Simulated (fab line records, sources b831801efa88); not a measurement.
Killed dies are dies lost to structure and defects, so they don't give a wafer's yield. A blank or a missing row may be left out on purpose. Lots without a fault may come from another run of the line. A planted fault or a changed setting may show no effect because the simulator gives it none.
Which tool did it? | flow sky130 | 11 lots, 33 wafers sampled, at 5 steps of a route of 708

WHAT THE GAUGES READ, wafer by wafer
SKY_VIA1_THK_MEAS_01.
lot  | measured     | on            | VIA1_HDPCVD_THK (nm)
L205 | day 33 04:36 | film_metro-02 | 1026 1008 1021
L207 | day 34 02:46 | film_metro-04 | 1027 1016 1032
L208 | day 34 08:14 | film_metro-01 | 800 810 1023
L209 | day 34 16:05 | film_metro-02 | 816 1038 1043
L217 | day 37 16:03 | film_metro-04 | 1026 1012 1021
L219 | day 38 06:44 | film_metro-04 | 1031 1047 1044
L221 | day 38 09:23 | film_metro-02 | 1036 1025 1044
L220 | day 38 12:02 | film_metro-02 | 1012 1011 1015
L222 | day 39 00:05 | film_metro-02 | 1021 1014 1018
L225 | day 39 18:52 | film_metro-02 | 1017 1018 1034
L226 | day 39 19:41 | film_metro-04 | 1037 1040 1035

WHICH TOOL RAN EACH LOT (tool, then ch and the chambers of the sampled wafers, then the start)
lot  | SKY_METAL1_SPUTTER_03        | SKY_METAL1_SPUTTER_04        | SKY_METAL1_ETCH_18                | SKY_VIA1_HDPCVD_00
L205 | pvd_sputter-03, day 32 00:33 | pvd_sputter-03, day 32 00:34 | rie_metal-03 ch 0,1, day 33 03:44 | hdpcvd-01 ch 0,1, day 33 04:29
L207 | pvd_sputter-03, day 32 22:49 | pvd_sputter-03, day 32 22:50 | rie_metal-01 ch 0,1, day 34 01:54 | hdpcvd-01 ch 0,1,2, day 34 02:38
L208 | pvd_sputter-01, day 33 04:14 | pvd_sputter-01, day 33 04:16 | rie_metal-02 ch 0,1, day 34 07:23 | hdpcvd-01 ch 0,1, day 34 08:08
L209 | pvd_sputter-03, day 33 11:47 | pvd_sputter-03, day 33 11:48 | rie_metal-03 ch 1, day 34 15:07   | hdpcvd-01 ch 0,2, day 34 15:58
L217 | pvd_sputter-02, day 36 12:52 | pvd_sputter-02, day 36 12:53 | rie_metal-03 ch 0,1, day 37 15:12 | hdpcvd-02 ch 0,2, day 37 15:56
L219 | pvd_sputter-02, day 37 03:54 | pvd_sputter-02, day 37 03:55 | rie_metal-02 ch 0,1, day 38 05:50 | hdpcvd-01 ch 0,1,2, day 38 06:37
L221 | pvd_sputter-03, day 37 05:55 | pvd_sputter-03, day 37 05:55 | rie_metal-03 ch 0,1, day 38 08:30 | hdpcvd-01 ch 0,1,2, day 38 09:16
L220 | pvd_sputter-02, day 37 08:40 | pvd_sputter-02, day 37 08:41 | rie_metal-03 ch 0,1, day 38 11:11 | hdpcvd-01 ch 0,1,2, day 38 11:56
L222 | pvd_sputter-02, day 37 21:05 | pvd_sputter-02, day 37 21:06 | rie_metal-01 ch 1, day 38 23:02   | hdpcvd-01 ch 0,1,2, day 38 23:58
L225 | pvd_sputter-03, day 38 15:50 | pvd_sputter-03, day 38 15:51 | rie_metal-03 ch 0,1, day 39 18:00 | hdpcvd-01 ch 0,1,2, day 39 18:45
L226 | pvd_sputter-03, day 38 17:07 | pvd_sputter-03, day 38 17:08 | rie_metal-02 ch 0,1, day 39 18:50 | hdpcvd-02 ch 0,2, day 39 19:35
- SKY_METAL1_SPUTTER_03: material Ti, target thk 5 nm, time 3.3 s.
- SKY_METAL1_SPUTTER_04: material TiN, target thk 70 nm, time 58.3 s.
- SKY_METAL1_ETCH_18: etches BARC in N2/H2, stops on SiO2, time 45.9 s, target depth 60 nm.
- SKY_VIA1_HDPCVD_00: deposits SiO2, target thk 1030 nm, time 171.7 s.

THE ANSWER, worked out from the rows above alone
Rule: what is usual is taken from the lots themselves. Put in order of their means at a reading, lots are off if they are a third of the lots or fewer, leave a main group of 4 or more, and stand apart from it by a gap of 3 or more times the standard deviation of the main group's means; of several such gaps the widest counts. A main group whose means are all the same, to the digits that the tables above print for the reading, isn't used. A lot without any number at a reading at which 4 lots or more have one is off too. The other lots that the step has rows for count as sound.
Off: L208, L209, at SKY_VIA1_THK_MEAS_01 (VIA1_HDPCVD_THK). The main group: mean 1025 nm, standard deviation 9.3.
A tool fits if, at a process step before that reading, it ran every lot that is off, and no sound lot after the first of them. The gauges at SKY_VIA1_THK_MEAS_01 are tried like those tools. None of those tried fits.

WHAT THE SIMULATOR HAD PUT IN
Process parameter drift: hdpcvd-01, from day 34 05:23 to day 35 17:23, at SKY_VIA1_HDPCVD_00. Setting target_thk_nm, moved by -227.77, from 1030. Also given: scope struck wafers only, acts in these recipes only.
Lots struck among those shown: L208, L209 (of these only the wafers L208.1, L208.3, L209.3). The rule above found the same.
